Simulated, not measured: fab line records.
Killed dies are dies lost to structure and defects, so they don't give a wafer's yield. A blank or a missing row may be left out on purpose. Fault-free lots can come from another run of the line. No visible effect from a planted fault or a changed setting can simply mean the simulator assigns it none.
Lot-split experiment    flow sfq_line    route with 325 steps; 5 lots, 23 wafers read

== THE SPLIT ITSELF ==
At SFQ_TRILAYER_I0_VIA_LITHO_PEB_034 (peb time 60 s), the setting peb_temp_c was moved away from the recipe's 115 C on 7 of the 23 wafers read, by -1.7% to +2.9%. All remaining wafers had this setting at the recipe value.

== BETWEEN THE SPLIT AND THE READING: the file shows 1 step in between ==
- SFQ_TRILAYER_I0_VIA_LITHO_DEVELOP_033: time 60 s

== THE READING ==
I0.cd_nm (the simulator's own value, which no gauge read), in nm, at SFQ_TRILAYER_I0_VIA_BARC_OPEN_VIA_ETCH_046 (etches BARC in O2, target depth 125 nm, time 41.7 s). There is no usual value for it anywhere in the file. The 16 wafers here that ran the recipe average 500.0 nm, standard deviation 1.6 nm.

wafer   tool, chamber at the split  peb_temp_c as run, C  against the recipe  I0.cd_nm, nm  against lot-mates on the recipe
L075.2  litho_track-04, 0           118.3                 +2.9%               556           +54.2
L075.3  litho_track-04, 0           115                   recipe              502.2         -
L075.4  litho_track-04, 0           115                   recipe              500.4         -
L075.5  litho_track-04, 0           118.3                 +2.9%               554.2         +52.4
L075.6  litho_track-04, 0           115                   recipe              502.7         -
L076.1  litho_track-04, 0           115                   recipe              501.1         -
L076.2  litho_track-04, 0           115                   recipe              500.7         -
L076.3  litho_track-04, 0           115                   recipe              501.4         -
L076.4  litho_track-04, 0           115                   recipe              500.2         -
L076.5  litho_track-04, 0           115                   recipe              502.3         -
L080.1  litho_track-04, 0           113.1                 -1.7%               461.3         -37.5
L080.2  litho_track-04, 0           113.1                 -1.7%               462.9         -35.9
L080.3  litho_track-04, 0           113.1                 -1.7%               461           -37.8
L080.4  litho_track-04, 0           115                   recipe              498.9         -
L080.5  litho_track-04, 0           115                   recipe              498.7         -
L082.1  litho_track-01, 0           115                   recipe              497.6         -
L082.3  litho_track-01, 0           116.2                 +1.0%               521.6         +23.1
L082.4  litho_track-01, 0           116.2                 +1.0%               519.6         +21.1
L082.5  litho_track-01, 0           115                   recipe              498.9         -
L082.6  litho_track-01, 0           115                   recipe              499.1         -
L085.1  litho_track-01, 0           115                   recipe              498.5         -
L085.2  litho_track-01, 0           115                   recipe              499.3         -
L085.6  litho_track-01, 0           115                   recipe              497.9         -

THE FIT
A straight line over all 23 wafers: I0.cd_nm changes by +20.6 nm for each +1% of peb_temp_c; r = +1.00; the points scatter about the line by 2.3 nm.
The same after taking each lot's own level away (the mean of its wafers on the recipe; 23 wafers): +20.1 nm for each +1%; r = +1.00; scatter 2 nm.
On that fit, the largest move of peb_temp_c shifts the reading by 58 nm.
Measured against the standard deviation above, the lots' own levels, which go from 498.53 to 501.77 nm, span 2.1 times it.
Consequently the slope shifts little with the lot-to-lot level, the two slopes agreeing.
Check: with one of the wafers moved furthest among these (+2.9%) left out of the fit, the line predicts +58 nm for it against its lot-mates. It came out at +54.2 nm against them.

== THESE WAFERS: OTHER SPLITS ==
Note: prior to the reading, these wafers also went through further splits. Each is held against what the fit with the lots' levels taken away leaves over:
other split on the same wafers                      wafers away from the commonest value  r with I0.cd_nm (lot level and that fit taken away)
SFQ_TRILAYER_L0_LITHO_COAT_010 spin_rpm             4                                     +0.06
SFQ_TRILAYER_L0_LITHO_PEB_008 peb_temp_c            11                                    +0.03
SFQ_TRILAYER_L0_VIA_LITHO_COAT_018 resist_thk_nm    7                                     -0.01
SFQ_TRILAYER_M0_DEP_SPUTTER_019 time_s              8                                     +0.02
SFQ_TRILAYER_M0_BARC_OPEN_METAL_ETCH_031 time_s     7                                     -0.15
SFQ_TRILAYER_M0_ETCH_METAL_ETCH_024 pressure_mtorr  15                                    +0.17

== FILE'S OWN FIT ==
I0.cd_nm changes by +19.7 nm for each +1% of peb_temp_c, r = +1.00.
